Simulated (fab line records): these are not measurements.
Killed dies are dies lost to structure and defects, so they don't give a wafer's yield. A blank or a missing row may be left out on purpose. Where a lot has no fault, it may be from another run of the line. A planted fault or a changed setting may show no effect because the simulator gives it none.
fab line records / flow sky130
record: lots: 6 wafers: 18 lastDay: 50
route steps=708 shown LDD_HVP@283 LDD_LDN@289
lots with no fault: from the same line, run without faults
startH: hours from the record's first day to the start of the lot's first wafer shown / waitH: how many hours have passed since the lot's step before this one / " the same as in the row above / L1.1+2: one row covering several wafers at once / - either no value or no given start / * or withheld: withheld / < > ~ a bound
route shown NAME@n: NAME is a module with steps in the file, n the number in the route of the first one / usual: average and standard deviation across the fault-free wafers / same: alike in all rows / chamber/n: place in a boat / sites: readings site by site / _std_site: standard deviation across them / _edge_site: inner sites' mean taken away from outer sites' mean / radiusMm: how far each site lies from the wafer's centre / mask NAME#n: copy n / behind: the last tool/chamber to shape the wafer / hold: why the lot was held/for how many hours/how that ended / device: transistor that didn't switch, given as n, p or np / end of line: the tests these same wafers got at the end of their route / a step with no rows: only its recipe / killed: at the first sort, the dies lost to defects and structure; wafer yield is something else / map: per-die view of a wafer (x killed, . not killed, _ where there is no die)
set.NAME: the setting the step ran with; set.NAME@STEP: the setting that earlier step ran with / model.NAME: the simulator's own value behind a step, which no gauge read
lots at selected steps of the route; one table per step, one row per wafer
services: the hour from which a tool's chamber was out of use, counted from the record's first day as startH (under 0 if before that day), plus the number of hours and why
== steps ==
step: SKY_LDD_HVP_PEB_05
recipe: tempC: withheld timeS: * resist: NOVOLAK
step: SKY_LDD_HVP_DEVELOP_06
recipe: resist: NOVOLAK developer: TMAH developTimeS: 60 devTempC: 23
step: SKY_LDD_HVP_OVL_MEAS_07
usual: LDD_HVP_OVL: 0.8/1.6
lot.wafer=L167.2 tool=overlay-02 chamber=- startH=515.87 waitH=0.1 LDD_HVP_OVL[nm]=0.1
lot.wafer=L167.4 tool=overlay-02 chamber=- startH=515.87 waitH=0.1 LDD_HVP_OVL[nm]=0.5
lot.wafer=L167.6 tool=overlay-02 chamber=- startH=515.87 waitH=0.1 LDD_HVP_OVL[nm]=0.2
lot.wafer=L169.1 tool=overlay-01 chamber=- startH=537.36 waitH=0.1 LDD_HVP_OVL[nm]=4.3
lot.wafer=L169.5 tool=overlay-01 chamber=- startH=537.36 waitH=0.1 LDD_HVP_OVL[nm]=3.5
lot.wafer=L169.6 tool=overlay-01 chamber=- startH=537.36 waitH=0.1 LDD_HVP_OVL[nm]=1.3
lot.wafer=L175.1 tool=overlay-02 chamber=- startH=595.05 waitH=0.1 LDD_HVP_OVL[nm]=1.1
lot.wafer=L175.3 tool=overlay-02 chamber=- startH=595.05 waitH=0.1 LDD_HVP_OVL[nm]=1.6
lot.wafer=L175.5 tool=overlay-02 chamber=- startH=595.05 waitH=0.1 LDD_HVP_OVL[nm]=1.0
lot.wafer=L177.2 tool=overlay-02 chamber=- startH=606.72 waitH=0.1 LDD_HVP_OVL[nm]=0.4
lot.wafer=L177.3 tool=overlay-02 chamber=- startH=606.72 waitH=0.1 LDD_HVP_OVL[nm]=-0.7
lot.wafer=L177.5 tool=overlay-02 chamber=- startH=606.72 waitH=0.1 LDD_HVP_OVL[nm]=-0.1
lot.wafer=L179.2 tool=overlay-01 chamber=- startH=615.02 waitH=0.1 LDD_HVP_OVL[nm]=-0.7
lot.wafer=L179.5 tool=overlay-01 chamber=- startH=615.02 waitH=0.1 LDD_HVP_OVL[nm]=-0.5
lot.wafer=L179.6 tool=overlay-01 chamber=- startH=615.02 waitH=0.1 LDD_HVP_OVL[nm]=0.4
lot.wafer=L188.2 tool=overlay-01 chamber=- startH=684.91 waitH=0.1 LDD_HVP_OVL[nm]=0.3
lot.wafer=L188.4 tool=overlay-01 chamber=- startH=684.91 waitH=0.1 LDD_HVP_OVL[nm]=1.5
lot.wafer=L188.5 tool=overlay-01 chamber=- startH=684.91 waitH=0.1 LDD_HVP_OVL[nm]=0.9
step: SKY_LDD_HVP_IMPLANT_08
recipe: species: B energyKev: 20 doseCm2: 1.7e+13 tiltDeg: 17.9
step: SKY_LDD_HVP_STRIP_09
recipe: chemistry: O2/N2 powerW: 1400 pressureMtorr: 1500 platenTempC: withheld o2FlowSccm: 3000 n2FlowSccm: 300 overashFraction: 0.5
usual: drypumpMotorCurrentA: 5.81/0.28 oesProductAu: 0.408/0.0044 stripTimeToEndpointS: 4.130/0.015
lot.wafer=L167.2 tool=plasmaAsher-03 chamber=1 startH=516.05 waitH=0.1 drypumpMotorCurrentA=5.55 oesProductAu=0.408 rfHoursCounterH=70 stripTimeToEndpointS=4.118
lot.wafer=L167.4 tool=plasmaAsher-03 chamber=1 startH=516.05 waitH=0.1 drypumpMotorCurrentA=5.53 oesProductAu=0.402 rfHoursCounterH=- stripTimeToEndpointS=4.155
lot.wafer=L167.6 tool=plasmaAsher-03 chamber=1 startH=516.05 waitH=0.1 drypumpMotorCurrentA=5.54 oesProductAu=0.410 rfHoursCounterH=- stripTimeToEndpointS=4.131
lot.wafer=L169.1 tool=plasmaAsher-03 chamber=1 startH=537.55 waitH=0.1 drypumpMotorCurrentA=5.55 oesProductAu=0.410 rfHoursCounterH=72 stripTimeToEndpointS=4.112
lot.wafer=L169.5 tool=plasmaAsher-03 chamber=1 startH=537.55 waitH=0.1 drypumpMotorCurrentA=5.52 oesProductAu=0.401 rfHoursCounterH=- stripTimeToEndpointS=4.120
lot.wafer=L169.6 tool=plasmaAsher-03 chamber=0 startH=537.55 waitH=0.1 drypumpMotorCurrentA=5.50 oesProductAu=0.402 rfHoursCounterH=- stripTimeToEndpointS=4.126
lot.wafer=L175.1 tool=plasmaAsher-02 chamber=0 startH=595.24 waitH=0.1 drypumpMotorCurrentA=5.73 oesProductAu=0.407 rfHoursCounterH=16 stripTimeToEndpointS=4.115
lot.wafer=L175.3 tool=plasmaAsher-02 chamber=1 startH=595.24 waitH=0.1 drypumpMotorCurrentA=6.23 oesProductAu=0.410 rfHoursCounterH=- stripTimeToEndpointS=4.123
lot.wafer=L175.5 tool=plasmaAsher-02 chamber=1 startH=595.24 waitH=0.1 drypumpMotorCurrentA=6.25 oesProductAu=0.406 rfHoursCounterH=- stripTimeToEndpointS=4.120
lot.wafer=L177.2 tool=plasmaAsher-03 chamber=1 startH=606.90 waitH=0.1 drypumpMotorCurrentA=5.57 oesProductAu=0.407 rfHoursCounterH=80 stripTimeToEndpointS=4.133
lot.wafer=L177.3 tool=plasmaAsher-03 chamber=1 startH=606.90 waitH=0.1 drypumpMotorCurrentA=5.54 oesProductAu=0.405 rfHoursCounterH=- stripTimeToEndpointS=4.164
lot.wafer=L177.5 tool=plasmaAsher-03 chamber=0 startH=606.90 waitH=0.1 drypumpMotorCurrentA=5.51 oesProductAu=0.416 rfHoursCounterH=- stripTimeToEndpointS=4.148
lot.wafer=L179.2 tool=plasmaAsher-01 chamber=0 startH=615.20 waitH=0.1 drypumpMotorCurrentA=5.92 oesProductAu=0.408 rfHoursCounterH=95 stripTimeToEndpointS=4.121
lot.wafer=L179.5 tool=plasmaAsher-01 chamber=1 startH=615.20 waitH=0.1 drypumpMotorCurrentA=5.66 oesProductAu=0.406 rfHoursCounterH=- stripTimeToEndpointS=4.130
lot.wafer=L179.6 tool=plasmaAsher-01 chamber=0 startH=615.20 waitH=0.1 drypumpMotorCurrentA=5.90 oesProductAu=0.408 rfHoursCounterH=- stripTimeToEndpointS=4.111
lot.wafer=L188.2 tool=plasmaAsher-02 chamber=1 startH=685.09 waitH=0.1 drypumpMotorCurrentA=6.26 oesProductAu=0.407 rfHoursCounterH=25 stripTimeToEndpointS=4.120
lot.wafer=L188.4 tool=plasmaAsher-02 chamber=1 startH=685.09 waitH=0.1 drypumpMotorCurrentA=6.24 oesProductAu=0.413 rfHoursCounterH=- stripTimeToEndpointS=4.145
lot.wafer=L188.5 tool=plasmaAsher-02 chamber=0 startH=685.09 waitH=0.1 drypumpMotorCurrentA=5.74 oesProductAu=0.413 rfHoursCounterH=- stripTimeToEndpointS=4.128
step: SKY_LDD_HVP_TW_MEAS_10
usual: LDD_HVP_TW: 455/3.2
lot.wafer=L167.2 tool=filmMetro-03 chamber=- startH=516.16 waitH=0.1 LDD_HVP_TW=459
lot.wafer=L167.4 tool=filmMetro-03 chamber=- startH=516.16 waitH=0.1 LDD_HVP_TW=458
lot.wafer=L167.6 tool=filmMetro-03 chamber=- startH=516.16 waitH=0.1 LDD_HVP_TW=456
lot.wafer=L169.1 tool=filmMetro-03 chamber=- startH=537.65 waitH=0.1 LDD_HVP_TW=457
lot.wafer=L169.5 tool=filmMetro-03 chamber=- startH=537.65 waitH=0.1 LDD_HVP_TW=459
lot.wafer=L169.6 tool=filmMetro-03 chamber=- startH=537.65 waitH=0.1 LDD_HVP_TW=459
lot.wafer=L175.1 tool=filmMetro-02 chamber=- startH=595.34 waitH=0.1 LDD_HVP_TW=452
lot.wafer=L175.3 tool=filmMetro-02 chamber=- startH=595.34 waitH=0.1 LDD_HVP_TW=454
lot.wafer=L175.5 tool=filmMetro-02 chamber=- startH=595.34 waitH=0.1 LDD_HVP_TW=454
lot.wafer=L177.2 tool=filmMetro-03 chamber=- startH=607.01 waitH=0.1 LDD_HVP_TW=461
lot.wafer=L177.3 tool=filmMetro-03 chamber=- startH=607.01 waitH=0.1 LDD_HVP_TW=464
lot.wafer=L177.5 tool=filmMetro-03 chamber=- startH=607.01 waitH=0.1 LDD_HVP_TW=459
lot.wafer=L179.2 tool=filmMetro-04 chamber=- startH=615.31 waitH=0.1 LDD_HVP_TW=455
lot.wafer=L179.5 tool=filmMetro-04 chamber=- startH=615.31 waitH=0.1 LDD_HVP_TW=456
lot.wafer=L179.6 tool=filmMetro-04 chamber=- startH=615.31 waitH=0.1 LDD_HVP_TW=456
lot.wafer=L188.2 tool=filmMetro-02 chamber=- startH=685.20 waitH=0.1 LDD_HVP_TW=450
lot.wafer=L188.4 tool=filmMetro-02 chamber=- startH=685.20 waitH=0.1 LDD_HVP_TW=450
lot.wafer=L188.5 tool=filmMetro-02 chamber=- startH=685.20 waitH=0.1 LDD_HVP_TW=448
step: SKY_LDD_LDN_DEHYDRATE_00
recipe: tempC: 200 timeS: 60
step: SKY_LDD_LDN_HMDS_01
recipe: primeTimeS: 60 primeTempC: 120
step: SKY_LDD_LDN_COAT_02
recipe: resist: NOVOLAK spinRpm: 3000 resistThkNm: 1140
step: SKY_LDD_LDN_SOFTBAKE_03
recipe: tempC: 90 timeS: 60 resist: NOVOLAK
step: SKY_LDD_LDN_EXPOSE_04
recipe: maskId: LDNTM na: 0.6 sourceShape: conventional sigmaOuter: 0.6 polarization: unpolarized targetCdNm: 700 doseMj: 140
step: SKY_LDD_LDN_PEB_05
recipe: tempC: withheld timeS: * resist: NOVOLAK
step: SKY_LDD_LDN_DEVELOP_06
recipe: resist: NOVOLAK developer: TMAH developTimeS: 60 devTempC: 23
lot.wafer=L167.2+4+6 tool=lithoTrack-03 chamber=0 startH=546.06 waitH=0.1
lot.wafer=L169.1+5+6 tool=lithoTrack-02 chamber=0 startH=567.01 waitH=0.1
lot.wafer=L175.1+3+5 tool=lithoTrack-03 chamber=0 startH=623.99 waitH=0.1
lot.wafer=L177.2+3+5 tool=lithoTrack-03 chamber=0 startH=635.81 waitH=0.1
lot.wafer=L179.2+5+6 tool=lithoTrack-04 chamber=0 startH=643.88 waitH=0.1
lot.wafer=L188.2+4+5 tool=lithoTrack-02 chamber=0 startH=713.19 waitH=0.1
step: SKY_LDD_LDN_OVL_MEAS_07
usual: LDD_LDN_OVL: -0.1/1.2
lot.wafer=L167.2 tool=overlay-01 chamber=- startH=546.19 waitH=0.1 LDD_LDN_OVL[nm]=1.8
lot.wafer=L167.4 tool=overlay-01 chamber=- startH=546.19 waitH=0.1 LDD_LDN_OVL[nm]=1.0
lot.wafer=L167.6 tool=overlay-01 chamber=- startH=546.19 waitH=0.1 LDD_LDN_OVL[nm]=2.3
lot.wafer=L169.1 tool=overlay-02 chamber=- startH=567.16 waitH=0.1 LDD_LDN_OVL[nm]=-0.2
lot.wafer=L169.5 tool=overlay-02 chamber=- startH=567.16 waitH=0.1 LDD_LDN_OVL[nm]=-0.5
lot.wafer=L169.6 tool=overlay-02 chamber=- startH=567.16 waitH=0.1 LDD_LDN_OVL[nm]=-0.3
lot.wafer=L175.1 tool=overlay-02 chamber=- startH=624.14 waitH=0.1 LDD_LDN_OVL[nm]=-
lot.wafer=L175.3 tool=overlay-02 chamber=- startH=624.14 waitH=0.1 LDD_LDN_OVL[nm]=-
lot.wafer=L175.5 tool=overlay-02 chamber=- startH=624.14 waitH=0.1 LDD_LDN_OVL[nm]=-
lot.wafer=L177.2 tool=overlay-01 chamber=- startH=635.94 waitH=0.1 LDD_LDN_OVL[nm]=-
lot.wafer=L177.3 tool=overlay-01 chamber=- startH=635.94 waitH=0.1 LDD_LDN_OVL[nm]=-
lot.wafer=L177.5 tool=overlay-01 chamber=- startH=635.94 waitH=0.1 LDD_LDN_OVL[nm]=-
lot.wafer=L179.2 tool=overlay-01 chamber=- startH=644.01 waitH=0.1 LDD_LDN_OVL[nm]=1.4
lot.wafer=L179.5 tool=overlay-01 chamber=- startH=644.01 waitH=0.1 LDD_LDN_OVL[nm]=0.8
lot.wafer=L179.6 tool=overlay-01 chamber=- startH=644.01 waitH=0.1 LDD_LDN_OVL[nm]=3.1
lot.wafer=L188.2 tool=overlay-01 chamber=- startH=713.32 waitH=0.1 LDD_LDN_OVL[nm]=1.1
lot.wafer=L188.4 tool=overlay-01 chamber=- startH=713.32 waitH=0.1 LDD_LDN_OVL[nm]=0.4
lot.wafer=L188.5 tool=overlay-01 chamber=- startH=713.32 waitH=0.1 LDD_LDN_OVL[nm]=0.3
step: SKY_LDD_LDN_IMPLANT_08
recipe: species: As energyKev: 15 doseCm2: 1.25e+13 tiltDeg: withheld rotationDeg: 23
step: SKY_LDD_LDN_IMPLANT_09
recipe: species: As energyKev: 15 doseCm2: 1.25e+13 tiltDeg: withheld rotationDeg: 113
step: SKY_LDD_LDN_IMPLANT_10
recipe: species: As energyKev: 15 doseCm2: 1.25e+13 tiltDeg: withheld rotationDeg: 203
step: SKY_LDD_LDN_IMPLANT_11
recipe: species: As energyKev: 15 doseCm2: 1.25e+13 tiltDeg: withheld rotationDeg: 293
step: SKY_LDD_LDN_STRIP_12
recipe: chemistry: O2/N2 powerW: 1400 pressureMtorr: 1500 platenTempC: withheld o2FlowSccm: 3000 n2FlowSccm: 300 overashFraction: 0.5
usual: drypumpMotorCurrentA: 5.71/0.25 oesProductAu: 0.716/0.0042 stripTimeToEndpointS: 14.17/0.042
lot.wafer=L167.2 tool=plasmaAsher-03 chamber=1 startH=546.82 waitH=0.1 drypumpMotorCurrentA=5.55 oesProductAu=0.717 rfHoursCounterH=73 stripTimeToEndpointS=14.13
lot.wafer=L167.4 tool=plasmaAsher-03 chamber=0 startH=546.82 waitH=0.1 drypumpMotorCurrentA=5.49 oesProductAu=0.716 rfHoursCounterH=- stripTimeToEndpointS=14.18
lot.wafer=L167.6 tool=plasmaAsher-03 chamber=0 startH=546.82 waitH=0.1 drypumpMotorCurrentA=5.47 oesProductAu=0.719 rfHoursCounterH=- stripTimeToEndpointS=14.17
lot.wafer=L169.1 tool=plasmaAsher-01 chamber=1 startH=567.80 waitH=0.1 drypumpMotorCurrentA=5.67 oesProductAu=0.720 rfHoursCounterH=90 stripTimeToEndpointS=14.17
lot.wafer=L169.5 tool=plasmaAsher-01 chamber=1 startH=567.80 waitH=0.1 drypumpMotorCurrentA=5.68 oesProductAu=0.712 rfHoursCounterH=- stripTimeToEndpointS=14.10
lot.wafer=L169.6 tool=plasmaAsher-01 chamber=0 startH=567.80 waitH=0.1 drypumpMotorCurrentA=5.92 oesProductAu=0.713 rfHoursCounterH=- stripTimeToEndpointS=14.15
lot.wafer=L175.1 tool=plasmaAsher-03 chamber=0 startH=624.77 waitH=0.1 drypumpMotorCurrentA=5.50 oesProductAu=0.716 rfHoursCounterH=81 stripTimeToEndpointS=14.15
lot.wafer=L175.3 tool=plasmaAsher-03 chamber=0 startH=624.77 waitH=0.1 drypumpMotorCurrentA=5.51 oesProductAu=0.718 rfHoursCounterH=- stripTimeToEndpointS=14.18
lot.wafer=L175.5 tool=plasmaAsher-03 chamber=1 startH=624.77 waitH=0.1 drypumpMotorCurrentA=5.55 oesProductAu=0.708 rfHoursCounterH=- stripTimeToEndpointS=14.18
lot.wafer=L177.2 tool=plasmaAsher-04 chamber=0 startH=636.57 waitH=0.1 drypumpMotorCurrentA=5.94 oesProductAu=0.714 rfHoursCounterH=48 stripTimeToEndpointS=14.16
lot.wafer=L177.3 tool=plasmaAsher-04 chamber=0 startH=636.57 waitH=0.1 drypumpMotorCurrentA=5.95 oesProductAu=0.723 rfHoursCounterH=- stripTimeToEndpointS=14.16
lot.wafer=L177.5 tool=plasmaAsher-04 chamber=0 startH=636.57 waitH=0.1 drypumpMotorCurrentA=5.92 oesProductAu=0.712 rfHoursCounterH=- stripTimeToEndpointS=14.17
lot.wafer=L179.2 tool=plasmaAsher-03 chamber=0 startH=644.64 waitH=0.1 drypumpMotorCurrentA=5.49 oesProductAu=0.711 rfHoursCounterH=84 stripTimeToEndpointS=14.20
lot.wafer=L179.5 tool=plasmaAsher-03 chamber=1 startH=644.64 waitH=0.1 drypumpMotorCurrentA=5.55 oesProductAu=0.710 rfHoursCounterH=- stripTimeToEndpointS=14.21
lot.wafer=L179.6 tool=plasmaAsher-03 chamber=0 startH=644.64 waitH=0.1 drypumpMotorCurrentA=5.50 oesProductAu=0.719 rfHoursCounterH=- stripTimeToEndpointS=14.18
lot.wafer=L188.2 tool=plasmaAsher-01 chamber=0 startH=713.95 waitH=0.1 drypumpMotorCurrentA=5.93 oesProductAu=0.716 rfHoursCounterH=105 stripTimeToEndpointS=14.15
lot.wafer=L188.4 tool=plasmaAsher-01 chamber=0 startH=713.95 waitH=0.1 drypumpMotorCurrentA=5.93 oesProductAu=0.717 rfHoursCounterH=- stripTimeToEndpointS=14.13
lot.wafer=L188.5 tool=plasmaAsher-01 chamber=0 startH=713.95 waitH=0.1 drypumpMotorCurrentA=5.93 oesProductAu=0.717 rfHoursCounterH=- stripTimeToEndpointS=14.13
step: SKY_LDD_LDN_TW_MEAS_13
usual: LDD_LDN_TW: 1479/9.9
lot.wafer=L167.2 tool=filmMetro-03 chamber=- startH=546.93 waitH=0.1 LDD_LDN_TW=1494
lot.wafer=L167.4 tool=filmMetro-03 chamber=- startH=546.93 waitH=0.1 LDD_LDN_TW=1481
lot.wafer=L167.6 tool=filmMetro-03 chamber=- startH=546.93 waitH=0.1 LDD_LDN_TW=1490
lot.wafer=L169.1 tool=filmMetro-01 chamber=- startH=567.90 waitH=0.1 LDD_LDN_TW=1498
lot.wafer=L169.5 tool=filmMetro-01 chamber=- startH=567.90 waitH=0.1 LDD_LDN_TW=1488
lot.wafer=L169.6 tool=filmMetro-01 chamber=- startH=567.90 waitH=0.1 LDD_LDN_TW=1475
lot.wafer=L175.1 tool=filmMetro-03 chamber=- startH=624.87 waitH=0.1 LDD_LDN_TW=30
lot.wafer=L175.3 tool=filmMetro-03 chamber=- startH=624.87 waitH=0.1 LDD_LDN_TW=30
lot.wafer=L175.5 tool=filmMetro-03 chamber=- startH=624.87 waitH=0.1 LDD_LDN_TW=30
lot.wafer=L177.2 tool=filmMetro-02 chamber=- startH=636.68 waitH=0.1 LDD_LDN_TW=30
lot.wafer=L177.3 tool=filmMetro-02 chamber=- startH=636.68 waitH=0.1 LDD_LDN_TW=30
lot.wafer=L177.5 tool=filmMetro-02 chamber=- startH=636.68 waitH=0.1 LDD_LDN_TW=30
lot.wafer=L179.2 tool=filmMetro-02 chamber=- startH=644.75 waitH=0.1 LDD_LDN_TW=1478
lot.wafer=L179.5 tool=filmMetro-02 chamber=- startH=644.75 waitH=0.1 LDD_LDN_TW=1471
lot.wafer=L179.6 tool=filmMetro-02 chamber=- startH=644.75 waitH=0.1 LDD_LDN_TW=1478
lot.wafer=L188.2 tool=filmMetro-03 chamber=- startH=714.06 waitH=0.1 LDD_LDN_TW=1478
lot.wafer=L188.4 tool=filmMetro-03 chamber=- startH=714.06 waitH=0.1 LDD_LDN_TW=1476
lot.wafer=L188.5 tool=filmMetro-03 chamber=- startH=714.06 waitH=0.1 LDD_LDN_TW=1492
step: SKY_LDD_LDN_CLEAN_14
recipe: chemistry: SC1/SC2 mix: 1:4:20 tempC: 70 timeS: 150 dry: n2Spin
== services ==
tool=plasmaAsher-04 chamber=- startH=502.20 hours=2.8 kind=pm
tool=plasmaAsher-02 chamber=- startH=522.21 hours=6.2 kind=repair
tool=plasmaAsher-04 chamber=- startH=576.71 hours=5.3 kind=repair
tool=plasmaAsher-04 chamber=- startH=581.60 hours=2.7 kind=repair
tool=plasmaAsher-04 chamber=- startH=584.80 hours=10.9 kind=repair
tool=plasmaAsher-04 chamber=- startH=623.90 hours=10.2 kind=repair
== key ==
firstSign: step: SKY_LDD_LDN_OVL_MEAS_07 reading: LDD_LDN_OVL direction: missing
effect: step: SKY_LDD_LDN_TW_MEAS_13 reading: LDD_LDN_TW direction: down sigmas: 99+ usual: 1479 struck: 30
metAt SKY_LDD_LDN_DEVELOP_06
struckWafers L175.1,L175.3,L175.5,L177.2,L177.3,L177.5
rowsEnd L177.2,L177.3,L177.5
sortLeftOut L175.1,L175.3,L175.5
testerLeftOut L175
onsetBetween 546.06 623.99
fault: kind: processParameterDrift tool: lithoTrack-03 chamber: - onsetH: 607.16 steps: SKY_LDD_LDN_DEVELOP_06 channel: developTimeS offset: * shape: step endH: 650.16 actsIn: * stated: *
testerLeftOut: of these lots the tester's yield and bins aren't shown, on N5 and GAA mostly nor the transistor test; their killed dies are dies lost to structure and defects alone, not to doping, threshold or leakage, so they don't give the yield
sortLeftOut: the simulated sort isn't trusted on such a fault, so these wafers' sort isn't shown, and their yield isn't known
rowsEnd: these wafers met a further fault down the route, and their rows from its step on are left out
